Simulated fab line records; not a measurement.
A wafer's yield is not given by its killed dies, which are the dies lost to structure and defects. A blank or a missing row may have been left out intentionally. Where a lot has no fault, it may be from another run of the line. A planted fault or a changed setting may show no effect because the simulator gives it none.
Tool commonality check | flow gf180mcu | Sample size 11 lots and 33 wafers

## THE REASON FOR OPENING IT
GF_V3_THK_MEAS_03, reading V3_CVD_02_THK: flagged on 2 of 11 lots. No-fault wafers: 842 nm, standard deviation 14.
Rule: a lot is flagged in two cases, either no wafer of it has a number, or all its wafers with numbers fall more than 4 standard deviations from that mean. All remaining lots are regarded as sound.

lot  | measured     | on            | V3_CVD_02_THK (nm), wafer by wafer | flag
L416 | day 21 21:49 | film_metro-02 | 823 809 847                        |
L417 | day 22 13:20 | film_metro-02 | 826 846 838                        |
L420 | day 23 21:56 | film_metro-04 | 849 836 858                        |
L422 | day 24 07:04 | film_metro-04 | 838 821 850                        |
L425 | day 25 06:13 | film_metro-01 | 820 833 833                        |
L427 | day 25 16:29 | film_metro-01 | 810 821 840                        |
L429 | day 26 09:46 | film_metro-01 | 963 953 973                        | FLAGGED
L430 | day 26 18:25 | film_metro-04 | 947 963 953                        | FLAGGED
L433 | day 27 18:02 | film_metro-01 | 847 839 846                        |
L437 | day 28 19:10 | film_metro-02 | 828 880 870                        |
L438 | day 29 02:01 | film_metro-04 | 823 837 844                        |
Average over the flagged lots: 959 nm; offset from the usual +117 nm, equal to +8 standard deviations.

## WHICH TOOL EACH LOT WENT THROUGH
2 process steps preceding the reading are held in the record, out of 602 steps in the route. Each cell gives the tool, then ch followed by the chambers the sampled wafers passed through, then the start.
lot  | flag    | GF_M3_METAL_ETCH_16               | GF_V3_CVD_02
L416 |         | rie_metal-03 ch 0,1, day 21 20:57 | pecvd-04 ch 1,2, day 21 21:45
L417 |         | rie_metal-04 ch 1, day 22 12:27   | pecvd-02 ch 0,1,2, day 22 13:16
L420 |         | rie_metal-04 ch 0,1, day 23 21:04 | pecvd-02 ch 0,1,2, day 23 21:52
L422 |         | rie_metal-02 ch 1, day 24 05:43   | pecvd-04 ch 0,2, day 24 06:59
L425 |         | rie_metal-02 ch 1, day 25 05:17   | pecvd-04 ch 0,1, day 25 06:08
L427 |         | rie_metal-04 ch 0,1, day 25 15:37 | pecvd-04 ch 0,1, day 25 16:25
L429 | FLAGGED | rie_metal-02 ch 1, day 26 08:51   | pecvd-04 ch 1,2, day 26 09:41
L430 | FLAGGED | rie_metal-04 ch 0,1, day 26 17:30 | pecvd-04 ch 0,2, day 26 18:20
L433 |         | rie_metal-04 ch 1, day 27 17:02   | pecvd-02 ch 0,2, day 27 17:53
L437 |         | rie_metal-03 ch 0,1, day 28 18:19 | pecvd-03 ch 0,1,2, day 28 19:06
L438 |         | rie_metal-02 ch 0,1, day 29 01:10 | pecvd-02 ch 0,2, day 29 01:55
What is done by these steps:
- GF_M3_METAL_ETCH_16: etches the open film in Cl2/BCl3, stops on SiO2, target depth 750.8 nm, time 121.5 s.
- GF_V3_CVD_02: deposits SiO2 from TEOS, target thk 850 nm, time 94.851 s.
- GF_V3_THK_MEAS_03

## FLAGGED OVER TOTAL, TOOL BY TOOL (the gauges that took the reading come last)
step                | tool          | lots run | flagged | share of the flagged lots | sound lots run after its first flagged lot
GF_M3_METAL_ETCH_16 | rie_metal-02  | 4        | 1       | some                      | 1 (L438)
GF_M3_METAL_ETCH_16 | rie_metal-03  | 2        | 0       | none                      | -
GF_M3_METAL_ETCH_16 | rie_metal-04  | 5        | 1       | some                      | 1 (L433)
GF_V3_CVD_02        | pecvd-02      | 4        | 0       | none                      | -
GF_V3_CVD_02        | pecvd-03      | 1        | 0       | none                      | -
GF_V3_CVD_02        | pecvd-04      | 6        | 2       | all                       | 0
GF_V3_THK_MEAS_03   | film_metro-01 | 4        | 1       | some                      | 1 (L433)
GF_V3_THK_MEAS_03   | film_metro-02 | 3        | 0       | none                      | -
GF_V3_THK_MEAS_03   | film_metro-04 | 4        | 1       | some                      | 1 (L438)

## WHAT IS ALLOWED BY THE TABLE
1 row of the table ran every flagged lot: pecvd-04 at GF_V3_CVD_02.
- pecvd-04 at GF_V3_CVD_02 ran 6 lots, 2 of them flagged. It ran its last sound lot, L427, at day 25 16:25 and its first flagged lot, L429, at day 26 09:41: a fault with its onset between the two fits.
Left over: one tool, pecvd-04 at GF_V3_CVD_02.

## WHAT THE SIMULATOR HAD PUT IN
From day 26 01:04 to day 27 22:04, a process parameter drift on pecvd-04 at GF_V3_CVD_02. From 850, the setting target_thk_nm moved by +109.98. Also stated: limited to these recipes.
Struck lots among those shown: L429, L430. The rule given above showed the same thing.
